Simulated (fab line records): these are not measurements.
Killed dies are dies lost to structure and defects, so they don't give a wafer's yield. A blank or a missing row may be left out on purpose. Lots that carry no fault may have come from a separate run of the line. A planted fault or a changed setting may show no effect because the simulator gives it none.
Which tool was responsible? / flow sky130 / 36 wafers from 12 lots sampled at 6 of the route's 708 steps

== WHAT THE GAUGES READ, wafer by wafer ==
SKY_SD_N_RS_MEAS_16: measures by four-point-probe. Usual: SD_N_RS gives 68.61 ohm/sq (standard deviation 0.12).
lot=L462; measured=day 29 05:35; on=filmMetro-01; SD_N_RS (ohm/sq)=68.50 68.47 68.46; flag=
lot=L463; measured=day 29 08:52; on=filmMetro-02; SD_N_RS (ohm/sq)=68.62 68.56 68.63; flag=
lot=L465; measured=day 30 07:38; on=filmMetro-04; SD_N_RS (ohm/sq)=68.73 68.72 68.65; flag=
lot=L468; measured=day 30 22:46; on=filmMetro-04; SD_N_RS (ohm/sq)=68.81 68.91 68.75; flag=
lot=L469; measured=day 31 13:28; on=filmMetro-04; SD_N_RS (ohm/sq)=68.80 68.63 68.69; flag=
lot=L470; measured=day 31 20:43; on=filmMetro-01; SD_N_RS (ohm/sq)=68.52 68.52 68.55; flag=
lot=L472; measured=day 32 11:11; on=filmMetro-02; SD_N_RS (ohm/sq)=68.51 68.43 68.47; flag=
lot=L473; measured=day 32 13:19; on=filmMetro-02; SD_N_RS (ohm/sq)=68.58 68.68 68.58; flag=
lot=L474; measured=day 33 04:07; on=filmMetro-04; SD_N_RS (ohm/sq)=68.56 68.73 68.70; flag=
lot=L476; measured=day 33 20:31; on=filmMetro-02; SD_N_RS (ohm/sq)=68.63 68.61 68.40; flag=
lot=L477; measured=day 34 00:14; on=filmMetro-01; SD_N_RS (ohm/sq)=68.48 68.48 68.48; flag=
lot=L482; measured=day 35 19:14; on=filmMetro-02; SD_N_RS (ohm/sq)=68.66 68.77 68.69; flag=

SKY_LI_CONTACT_RS_MEAS_22: measures by four-point-probe. Usual: LI_CONTACT_W_RS gives 0.286 ohm/sq (standard deviation 0.0039).
lot=L462; measured=day 30 10:22; on=filmMetro-01; LI_CONTACT_W_RS (ohm/sq)=0.277 0.280 0.281; flag=
lot=L463; measured=day 30 13:09; on=filmMetro-01; LI_CONTACT_W_RS (ohm/sq)=0.288 0.291 0.290; flag=
lot=L465; measured=day 31 12:10; on=filmMetro-04; LI_CONTACT_W_RS (ohm/sq)=0.293 0.288 0.291; flag=
lot=L468; measured=day 32 03:43; on=filmMetro-01; LI_CONTACT_W_RS (ohm/sq)=0.289 0.286 0.286; flag=
lot=L469; measured=day 32 17:40; on=filmMetro-02; LI_CONTACT_W_RS (ohm/sq)=0.288 0.284 0.288; flag=
lot=L470; measured=day 33 01:31; on=filmMetro-04; LI_CONTACT_W_RS (ohm/sq)=0.284 0.285 0.285; flag=
lot=L472; measured=day 33 15:22; on=filmMetro-01; LI_CONTACT_W_RS (ohm/sq)=0.282 0.283 0.285; flag=
lot=L473; measured=day 33 17:08; on=filmMetro-04; LI_CONTACT_W_RS (ohm/sq)=0.287 0.288 0.287; flag=
lot=L474; measured=day 34 08:32; on=filmMetro-01; LI_CONTACT_W_RS (ohm/sq)=0.288 0.288 0.282; flag=
lot=L476; measured=day 35 01:29; on=filmMetro-01; LI_CONTACT_W_RS (ohm/sq)=0.320 0.323 0.331; flag=OFF
lot=L477; measured=day 35 04:40; on=filmMetro-01; LI_CONTACT_W_RS (ohm/sq)=0.335 0.339 0.339; flag=OFF
lot=L482; measured=day 36 23:14; on=filmMetro-01; LI_CONTACT_W_RS (ohm/sq)=0.285 0.290 0.288; flag=

SKY_LI_CONTACT_THK_MEAS_23: measures by xrf. Usual: LI_CONTACT_W_THK gives 392 nm (standard deviation 5.9).
lot=L462; measured=day 30 10:28; on=filmMetro-01; LI_CONTACT_W_THK (nm)=408 403 404; flag=
lot=L463; measured=day 30 13:16; on=filmMetro-01; LI_CONTACT_W_THK (nm)=392 388 390; flag=
lot=L465; measured=day 31 12:17; on=filmMetro-04; LI_CONTACT_W_THK (nm)=386 392 388; flag=
lot=L468; measured=day 32 03:50; on=filmMetro-01; LI_CONTACT_W_THK (nm)=387 393 387; flag=
lot=L469; measured=day 32 17:46; on=filmMetro-02; LI_CONTACT_W_THK (nm)=389 389 383; flag=
lot=L470; measured=day 33 01:38; on=filmMetro-04; LI_CONTACT_W_THK (nm)=400 395 397; flag=
lot=L472; measured=day 33 15:29; on=filmMetro-01; LI_CONTACT_W_THK (nm)=403 401 397; flag=
lot=L473; measured=day 33 17:14; on=filmMetro-04; LI_CONTACT_W_THK (nm)=392 395 393; flag=
lot=L474; measured=day 34 08:38; on=filmMetro-01; LI_CONTACT_W_THK (nm)=389 391 402; flag=
lot=L476; measured=day 35 01:36; on=filmMetro-01; LI_CONTACT_W_THK (nm)=345 343 335; flag=OFF
lot=L477; measured=day 35 04:46; on=filmMetro-01; LI_CONTACT_W_THK (nm)=332 327 328; flag=OFF
lot=L482; measured=day 36 23:21; on=filmMetro-01; LI_CONTACT_W_THK (nm)=392 386 387; flag=

SKY_LOCAL_INTERCONNECT_CD_MEAS_11: the cd target is 170 nm. Usual: cdNm 170.5 nm, standard deviation 1.7.
lot=L462; measured=day 31 13:49; on=cdSem-01; cdNm (nm)=171.2 170.4 170.5; flag=
lot=L463; measured=day 31 17:04; on=cdSem-02; cdNm (nm)=170.3 170.0 168.7; flag=
lot=L465; measured=day 32 16:19; on=cdSem-01; cdNm (nm)=169.6 168.6 168.2; flag=
lot=L468; measured=day 33 07:38; on=cdSem-02; cdNm (nm)=173.1 171.2 173.1; flag=
lot=L469; measured=day 33 20:56; on=cdSem-02; cdNm (nm)=169.0 169.3 170.0; flag=
lot=L470; measured=day 34 05:01; on=cdSem-01; cdNm (nm)=170.6 170.7 170.9; flag=
lot=L472; measured=day 34 18:14; on=cdSem-02; cdNm (nm)=171.3 170.4 171.5; flag=
lot=L473; measured=day 34 20:05; on=cdSem-01; cdNm (nm)=171.7 172.0 172.9; flag=
lot=L474; measured=day 35 11:59; on=cdSem-02; cdNm (nm)=171.2 170.2 170.4; flag=
lot=L476; measured=day 36 04:10; on=cdSem-01; cdNm (nm)=172.0 171.1 171.5; flag=
lot=L477; measured=day 36 07:47; on=cdSem-01; cdNm (nm)=169.6 170.1 168.5; flag=
lot=L482; measured=day 38 01:11; on=cdSem-01; cdNm (nm)=168.0 167.9 169.6; flag=

== WHICH TOOL RAN EACH LOT (tool, then ch and the chambers of the sampled wafers, then the start) ==
lot=L462; SKY_RES_XHIGH_STRIP_08=plasmaAsher-04 ch 0,1, day 27 23:57; SKY_LI_CONTACT_CVD_21=cvdW-01 ch 0,1, day 30 10:14
lot=L463; SKY_RES_XHIGH_STRIP_08=plasmaAsher-04 ch 0,1, day 28 03:43; SKY_LI_CONTACT_CVD_21=cvdW-02 ch 0,1, day 30 13:01
lot=L465; SKY_RES_XHIGH_STRIP_08=plasmaAsher-02 ch 0,1, day 29 02:22; SKY_LI_CONTACT_CVD_21=cvdW-02 ch 0,1, day 31 12:03
lot=L468; SKY_RES_XHIGH_STRIP_08=plasmaAsher-03 ch 0,1, day 29 20:37; SKY_LI_CONTACT_CVD_21=cvdW-01 ch 1, day 32 03:34
lot=L469; SKY_RES_XHIGH_STRIP_08=plasmaAsher-04 ch 0,1, day 30 10:44; SKY_LI_CONTACT_CVD_21=cvdW-02 ch 0,1, day 32 17:31
lot=L470; SKY_RES_XHIGH_STRIP_08=plasmaAsher-04 ch 0,1, day 30 15:16; SKY_LI_CONTACT_CVD_21=cvdW-02 ch 0,1, day 33 01:23
lot=L472; SKY_RES_XHIGH_STRIP_08=plasmaAsher-04 ch 0, day 31 06:47; SKY_LI_CONTACT_CVD_21=cvdW-02 ch 0,1, day 33 15:13
lot=L473; SKY_RES_XHIGH_STRIP_08=plasmaAsher-02 ch 0,1, day 31 09:31; SKY_LI_CONTACT_CVD_21=cvdW-02 ch 0,1, day 33 16:59
lot=L474; SKY_RES_XHIGH_STRIP_08=plasmaAsher-02 ch 0,1, day 32 00:13; SKY_LI_CONTACT_CVD_21=cvdW-01 ch 0,1, day 34 08:23
lot=L476; SKY_RES_XHIGH_STRIP_08=plasmaAsher-02 ch 0,1, day 32 17:40; SKY_LI_CONTACT_CVD_21=cvdW-01 ch 0,1, day 35 01:21
lot=L477; SKY_RES_XHIGH_STRIP_08=plasmaAsher-04 ch 0,1, day 32 20:19; SKY_LI_CONTACT_CVD_21=cvdW-01 ch 1, day 35 04:31
lot=L482; SKY_RES_XHIGH_STRIP_08=plasmaAsher-03 ch 0,1, day 34 15:37; SKY_LI_CONTACT_CVD_21=cvdW-02 ch 0, day 36 23:05
- SKY_RES_XHIGH_STRIP_08: strips in O2/N2.
- SKY_LI_CONTACT_CVD_21: deposits W, target thk 400 nm, time 120.56 s.

== AS READ BY THE TOOLS THEMSELVES (means over the sampled wafers that have a number; for cases with no such wafer, the mark the record gives instead) ==
SKY_RES_XHIGH_STRIP_08. Usual: drypumpMotorCurrentA 5.51 A, standard deviation 0.19; oesProductAu 0.711 a.u., standard deviation 0.0045; stripTimeToEndpointS 14.28 s, standard deviation 0.047.
lot=L462; tool=plasmaAsher-04; drypumpMotorCurrentA (A)=5.30; oesProductAu (a.u.)=0.708; stripTimeToEndpointS (s)=14.27; flag=
lot=L463; tool=plasmaAsher-04; drypumpMotorCurrentA (A)=5.44; oesProductAu (a.u.)=0.707; stripTimeToEndpointS (s)=14.23; flag=
lot=L465; tool=plasmaAsher-02; drypumpMotorCurrentA (A)=5.43; oesProductAu (a.u.)=0.712; stripTimeToEndpointS (s)=14.27; flag=
lot=L468; tool=plasmaAsher-03; drypumpMotorCurrentA (A)=5.62; oesProductAu (a.u.)=0.714; stripTimeToEndpointS (s)=14.31; flag=
lot=L469; tool=plasmaAsher-04; drypumpMotorCurrentA (A)=5.45; oesProductAu (a.u.)=0.714; stripTimeToEndpointS (s)=14.31; flag=
lot=L470; tool=plasmaAsher-04; drypumpMotorCurrentA (A)=5.44; oesProductAu (a.u.)=0.716; stripTimeToEndpointS (s)=14.27; flag=
lot=L472; tool=plasmaAsher-04; drypumpMotorCurrentA (A)=5.53; oesProductAu (a.u.)=0.707; stripTimeToEndpointS (s)=14.26; flag=
lot=L473; tool=plasmaAsher-02; drypumpMotorCurrentA (A)=5.55; oesProductAu (a.u.)=0.714; stripTimeToEndpointS (s)=14.28; flag=
lot=L474; tool=plasmaAsher-02; drypumpMotorCurrentA (A)=5.44; oesProductAu (a.u.)=0.714; stripTimeToEndpointS (s)=14.25; flag=
lot=L476; tool=plasmaAsher-02; drypumpMotorCurrentA (A)=5.59; oesProductAu (a.u.)=0.713; stripTimeToEndpointS (s)=14.27; flag=
lot=L477; tool=plasmaAsher-04; drypumpMotorCurrentA (A)=5.44; oesProductAu (a.u.)=0.713; stripTimeToEndpointS (s)=14.23; flag=
lot=L482; tool=plasmaAsher-03; drypumpMotorCurrentA (A)=5.69; oesProductAu (a.u.)=0.708; stripTimeToEndpointS (s)=14.33; flag=

SKY_LI_CONTACT_CVD_21. Usual: heaterPowerW 890 W, standard deviation 48; susceptorTempC 400.04 C, standard deviation 0.23.
lot=L462; tool=cvdW-01; heaterPowerW (W)=919; susceptorTempC (C)=400.08; flag=
lot=L463; tool=cvdW-02; heaterPowerW (W)=865; susceptorTempC (C)=400.12; flag=
lot=L465; tool=cvdW-02; heaterPowerW (W)=843; susceptorTempC (C)=399.91; flag=
lot=L468; tool=cvdW-01; heaterPowerW (W)=917; susceptorTempC (C)=400.16; flag=
lot=L469; tool=cvdW-02; heaterPowerW (W)=881; susceptorTempC (C)=400.07; flag=
lot=L470; tool=cvdW-02; heaterPowerW (W)=847; susceptorTempC (C)=400.10; flag=
lot=L472; tool=cvdW-02; heaterPowerW (W)=885; susceptorTempC (C)=400.07; flag=
lot=L473; tool=cvdW-02; heaterPowerW (W)=842; susceptorTempC (C)=400.13; flag=
lot=L474; tool=cvdW-01; heaterPowerW (W)=914; susceptorTempC (C)=400.07; flag=
lot=L476; tool=cvdW-01; heaterPowerW (W)=872; susceptorTempC (C)=391.80; flag=OFF
lot=L477; tool=cvdW-01; heaterPowerW (W)=862; susceptorTempC (C)=391.74; flag=OFF
lot=L482; tool=cvdW-02; heaterPowerW (W)=914; susceptorTempC (C)=400.29; flag=

== THE ANSWER, worked out from the rows above alone ==
Rule: a lot counts as off when the mean over its wafers that have a number is more than 3 standard deviations away from the usual mean. Also off: a lot with no number at a reading for which 4 or more lots have one. All remaining lots with rows at the step are treated as sound. First the gauges in route order, then the tools' own readings, where a lot's mean is used as printed above. At the first step where some lot is off, the reading lying furthest off is the one used; lots without a number count as furthest.
Off: L476, L477, at SKY_LI_CONTACT_RS_MEAS_22 (LI_CONTACT_W_RS).
A tool fits if, at a process step before that reading, it ran every lot that is off, and no sound lot after the first of them. Not tried: the gauges at SKY_LI_CONTACT_RS_MEAS_22; whatever is off there is also off at SKY_LI_CONTACT_CVD_21, on other tools, and gauge error can't account for it. One fits: SKY_LI_CONTACT_CVD_21 on cvdW-01. Its last sound lot is L474 (day 34 08:23), its first lot that is off L476 (day 35 01:21): a fault that began between those two fits.
The tool's own readings at SKY_LI_CONTACT_CVD_21 bear it out: on the lots that are off they differ by more than 5 times the standard deviation of the sound lots' means. susceptorTempC reads 391.77 C there against 400.10 C on the sound lots.

== WHAT THE SIMULATOR PUT IN ==
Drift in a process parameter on cvdW-01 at SKY_LI_CONTACT_CVD_21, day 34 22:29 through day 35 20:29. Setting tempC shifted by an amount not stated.
Shown lots that were struck: L476, L477. This agrees with what the rule above found.
